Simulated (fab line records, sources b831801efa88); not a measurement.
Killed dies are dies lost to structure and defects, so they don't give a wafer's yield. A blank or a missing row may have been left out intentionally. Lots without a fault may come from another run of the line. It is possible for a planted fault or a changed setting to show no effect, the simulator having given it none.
Which of the tools did it? || flow gf180mcu || Sampling: 11 lots, 33 wafers, 3 of 602 route steps

WHAT THE GAUGES SHOWED, per wafer
GF_VT_IMPLANT_OVL_MEAS_18.
{"lot": "L491", "measured": "day 7 08:27", "on": "overlay-01", "VT_IMPLANT_01_OVL (nm)": "-0.7 -2.1 -4.0"}
{"lot": "L494", "measured": "day 8 02:55", "on": "overlay-01", "VT_IMPLANT_01_OVL (nm)": "1.8 1.5 0.6"}
{"lot": "L496", "measured": "day 8 13:00", "on": "overlay-01", "VT_IMPLANT_01_OVL (nm)": "1.0 0.1 0.4"}
{"lot": "L501", "measured": "day 9 17:49", "on": "overlay-01", "VT_IMPLANT_01_OVL (nm)": "-1.9 -0.6 -0.3"}
{"lot": "L502", "measured": "day 10 01:16", "on": "overlay-01", "VT_IMPLANT_01_OVL (nm)": "- - -"}
{"lot": "L503", "measured": "day 10 08:55", "on": "overlay-01", "VT_IMPLANT_01_OVL (nm)": "- - -"}
{"lot": "L504", "measured": "day 10 16:40", "on": "overlay-02", "VT_IMPLANT_01_OVL (nm)": "- - -"}
{"lot": "L505", "measured": "day 10 20:28", "on": "overlay-01", "VT_IMPLANT_01_OVL (nm)": "0.1 1.2 0.1"}
{"lot": "L507", "measured": "day 11 08:57", "on": "overlay-01", "VT_IMPLANT_01_OVL (nm)": "-1.6 -2.4 -2.1"}
{"lot": "L508", "measured": "day 11 17:01", "on": "overlay-01", "VT_IMPLANT_01_OVL (nm)": "3.1 0.6 2.6"}
{"lot": "L510", "measured": "day 12 04:24", "on": "overlay-01", "VT_IMPLANT_01_OVL (nm)": "-0.8 0.6 -0.2"}

TOOL THAT RAN EACH LOT (tool first, then ch and the chambers of the sampled wafers, then the start)
{"lot": "L491", "GF_STI_ETCH_13": "rie diel-04 ch 0,2,3, day 2 22:41", "GF_VT_IMPLANT_COAT_13": "litho track-04 ch 0, day 7 00:46"}
{"lot": "L494", "GF_STI_ETCH_13": "rie diel-02 ch 1,2,3, day 3 14:11", "GF_VT_IMPLANT_COAT_13": "litho track-04 ch 0, day 7 18:31"}
{"lot": "L496", "GF_STI_ETCH_13": "rie diel-04 ch 0,2,3, day 3 23:08", "GF_VT_IMPLANT_COAT_13": "litho track-04 ch 0, day 8 04:55"}
{"lot": "L501", "GF_STI_ETCH_13": "rie diel-02 ch 0,2, day 5 01:07", "GF_VT_IMPLANT_COAT_13": "litho track-04 ch 0, day 9 09:28"}
{"lot": "L502", "GF_STI_ETCH_13": "rie diel-04 ch 0,1,3, day 5 06:28", "GF_VT_IMPLANT_COAT_13": "litho track-04, day 9 17:13"}
{"lot": "L503", "GF_STI_ETCH_13": "rie diel-04 ch 0,1,2, day 5 12:19", "GF_VT_IMPLANT_COAT_13": "litho track-01, day 10 00:39"}
{"lot": "L504", "GF_STI_ETCH_13": "rie diel-01 ch 2,3, day 5 17:04", "GF_VT_IMPLANT_COAT_13": "litho track-02, day 10 08:01"}
{"lot": "L505", "GF_STI_ETCH_13": "rie diel-04 ch 2,3, day 5 22:28", "GF_VT_IMPLANT_COAT_13": "litho track-02 ch 0, day 10 11:25"}
{"lot": "L507", "GF_STI_ETCH_13": "rie diel-02 ch 0,1, day 6 08:08", "GF_VT_IMPLANT_COAT_13": "litho track-01 ch 0, day 11 00:09"}
{"lot": "L508", "GF_STI_ETCH_13": "rie diel-02 ch 0,3, day 6 13:41", "GF_VT_IMPLANT_COAT_13": "litho track-04 ch 0, day 11 08:35"}
{"lot": "L510", "GF_STI_ETCH_13": "rie diel-04 ch 2,3, day 7 00:31", "GF_VT_IMPLANT_COAT_13": "litho track-04 ch 0, day 11 20:05"}
- GF_STI_ETCH_13: etches the open film in CHF3/O2, stops on Si, target depth 282.31 nm, time 112.9 s.
- GF_VT_IMPLANT_COAT_13: resist thk 1000 nm.

THE ANSWER, worked out from the rows above alone
Rule: the usual values come from the lots themselves. The widest of any qualifying gaps counts: lots, ordered by their means at a reading, are off when they make up no more than a third of the lots, leave a main group of 4 or more, and stand apart from it by 3 or more times the standard deviation of that group's means. The tables above print the reading to a certain number of digits; a main group whose means all agree to those digits is not used. A lot without any number at a reading at which 4 lots or more have one is off too. All remaining lots with rows at the step are treated as sound.
Off: L502, L503, L504, seen at GF_VT_IMPLANT_OVL_MEAS_18 (VT_IMPLANT_01_OVL). Without a number there: L502, L503, L504. For the main group the mean is -0.1 nm and the standard deviation 1.4.
If a tool, at a process step before that reading, ran all the lots that are off and no sound lot after the first of them, it fits. The gauges at GF_VT_IMPLANT_OVL_MEAS_18 are tried like those tools. None of those tried fits.

WHAT WAS PUT IN BY THE SIMULATOR
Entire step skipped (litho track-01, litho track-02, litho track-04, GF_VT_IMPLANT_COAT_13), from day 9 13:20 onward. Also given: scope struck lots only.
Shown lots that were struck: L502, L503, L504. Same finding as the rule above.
